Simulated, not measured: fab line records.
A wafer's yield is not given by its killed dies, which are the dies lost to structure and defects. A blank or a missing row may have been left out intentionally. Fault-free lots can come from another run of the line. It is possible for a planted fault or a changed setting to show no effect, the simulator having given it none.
The same fault as seen by 2 desks | flow gf180mcu | every desk sees just its own numbers, and what lay behind them comes last

== METROLOGY DESK ==
Means of the sampled wafers that have a number, per lot and without regard to the tool the lot ran on: this is what the gauges read. Any lot whose mean is over 4 standard deviations away from the usual mean is out of limits and marked OUT; that distance is given in the brackets.
Columns: A = V5_W_THK at GF_V5_THK_MEAS_25, usual 348 nm
lot  | first seen here | A
L707 | day 27 05:35    | 347
L708 | day 27 17:06    | 348
L709 | day 27 21:11    | 342
L710 | day 28 00:40    | 342
L713 | day 29 01:23    | 347
L714 | day 29 15:56    | 348
L715 | day 29 19:43    | 348
L716 | day 29 20:51    | 342
L720 | day 31 06:28    | 349
L723 | day 31 20:31    | 347
L724 | day 32 09:06    | 353
L727 | day 32 21:00    | 349
Result from this desk: across the 12 lots, nothing is out of limits.

== FOR THE TOOL OWNER'S DESK: cvdW-01 ==
The tool's own readings at GF_V3_CVD_23 (deposits W, target thk 350 nm, time 104.9 s): means of the sampled wafers that have a number, for each lot that ran on this tool. Any lot whose mean is over 4 standard deviations away from the usual mean is out of limits and marked OUT; that distance is given in the brackets.
Columns: A = heaterPowerW at GF_V3_CVD_23, usual 889 W
lot  | first seen here | A
L707 | day 22 10:32    | 984
L708 | day 23 00:14    | 896
L709 | day 23 04:00    | 932
L710 | day 23 07:52    | 934
L716 | day 25 11:10    | 898
L720 | day 26 23:44    | 935
L724 | day 28 07:13    | 942
Result from this desk: across the 7 lots, nothing is out of limits.

== TAKEN TOGETHER ==
At the metrology desk, nothing out of limits was observed.
The desk of the tool owner found nothing out of limits.

== WHAT HAD BEEN PUT IN BY THE SIMULATOR ==
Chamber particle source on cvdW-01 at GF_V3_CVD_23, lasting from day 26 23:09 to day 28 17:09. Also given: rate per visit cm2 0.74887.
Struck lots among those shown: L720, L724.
